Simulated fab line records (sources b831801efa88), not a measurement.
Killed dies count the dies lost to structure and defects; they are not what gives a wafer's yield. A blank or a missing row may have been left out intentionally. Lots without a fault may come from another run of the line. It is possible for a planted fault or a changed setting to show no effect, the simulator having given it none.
A struck lot beside a sound one + flow sky130 + 16 steps out of a route of 708
Sound: the wafers L868.2, L868.4, L868.6. Struck: wafer L874.6 (L874.2, L874.5, from the same lot, were not struck and are left out); the cause is given at the end.
For every step that has rows: the tool of each side, followed by ch and its chambers, followed by its first start. Under that, the readings that differ: sound wafers + struck wafers + difference of the means + sigmas: that difference in standard deviations of wafers without a fault.
alike: same words and numbers on both sides, and readings whose means sit less than 2 such deviations apart. not compared: any withheld reading, any reading some wafer has no value for, any bound like >300 that may hide the same value, and any number with overlapping values for which the record gives no deviation.
A row with sigmas, a row that says differs or no value, or rows on one side alone: a step with any of these is where the two part. Non-overlapping numbers with no deviation appear without sigmas and do not part them. A reading missing from all wafers of one side parts the sides only when that side holds two or more wafers.

SKY_SD_N_OVL_MEAS_08:
  sound: overlay-01 at day 30 04:07; struck: overlay-02 at day 32 12:16
  alike: SD_N_OVL
then, 2 steps without rows for these wafers: SKY_SD_N_IMPLANT_09; SKY_SD_N_IMPLANT_10.
SKY_SD_N_STRIP_11: strips in O2/N2.
  sound on plasma-asher-01 ch 0,1, day 30 04:26; struck on plasma-asher-02 ch 1, day 32 12:36
  alike: drypump-motor-current-A, oes-product-au, strip-time-to-endpoint-s
  not compared: rf-hours-counter-h
SKY_SD_N_TW_MEAS_12:
  sound: film-metro-03 at day 30 04:33; struck: film-metro-02 at day 32 12:43
  alike: SD_N_TW
then, 1 step without rows for these wafers: SKY_SD_N_CLEAN_13 (cleans in SC1/SC2, time 150 s).
SKY_SD_N_RTA_14: time 2 s.
  sound on rtp-anneal-02 ch 0, day 30 04:40; struck on rtp-anneal-02 ch 0, day 32 12:49
  alike: lamp-power-pct, wafer_temp_C_max
SKY_SD_N_RS_MEAS_16: measurement is done with a four-point probe.
  sound: film-metro-03 at day 30 04:50; struck: film-metro-01 at day 32 13:00
  alike: SD_N_RS
SKY_SD_N_RS_MEAS_17: measurement is done with a four-point probe.
  sound: film-metro-03 at day 30 04:58; struck: film-metro-01 at day 32 13:07
  alike: SD_P_RS
SKY_SD_N_RS_MEAS_18: measurement is done with a four-point probe.
  sound: film-metro-03 at day 30 05:05; struck: film-metro-01 at day 32 13:14
  alike: RES_XHIGH_RS
then, 1 step without rows for these wafers: SKY_SALICIDE_CLEAN_00 (cleans in HF-last, time 30 s).
SKY_LI_CONTACT_HDPCVD_00: deposits PSG, target thk 930 nm, time 155 s.
  sound on hdpcvd-02 ch 1,2, day 30 05:12; struck on hdpcvd-02 ch 0, day 32 13:22
| reading                                       | sound             | struck | difference | sigmas |
|-----------------------------------------------|-------------------|--------|------------|--------|
| run-length-s (s)                              | 183.6 183.5 183.2 | 211.2  | +27.8      | +58    |
| model.PSG_of_LI_CONTACT_HDPCVD_00.thk-nm (nm) | 953.6 936.4 955.7 | 1105   | +156       |        |
SKY_LI_CONTACT_THK_MEAS_01:
  sound: film-metro-02 at day 30 05:19; struck: film-metro-01 at day 32 13:28
| reading                    | sound       | struck | difference | sigmas |
|----------------------------|-------------|--------|------------|--------|
| LI_CONTACT_HDPCVD_THK (nm) | 954 937 956 | 1105   | +156       | +16    |
SKY_LI_CONTACT_CMP_02: polishes PSG.
  sound on cmp-02 ch 1,2,3, day 30 05:28; struck on cmp-02 ch 0, day 32 13:40
| reading                | sound          | struck | difference | sigmas |
|------------------------|----------------|--------|------------|--------|
| time-to-endpoint-s (s) | 36.6 36.0 37.4 | 49.0   | +12.3      | +5     |
  alike: motor-current-A
SKY_LI_CONTACT_BOW_MEAS_03:
  sound: film-metro-01 at day 30 05:41; struck: film-metro-01 at day 32 13:50
  alike: LI_CONTACT_BOW
next, for these wafers, 1 step has no rows: SKY_PAD_OPEN_PROBE_99.

WHERE THEY PART
First at SKY_LI_CONTACT_HDPCVD_00; last, within this record, at SKY_LI_CONTACT_CMP_02. Later steps at which nothing parts them and some readings are alike: SKY_LI_CONTACT_BOW_MEAS_03.

WHY: the cause the simulator had injected
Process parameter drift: hdpcvd-02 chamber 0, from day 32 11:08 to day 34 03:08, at SKY_LI_CONTACT_HDPCVD_00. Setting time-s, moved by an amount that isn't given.
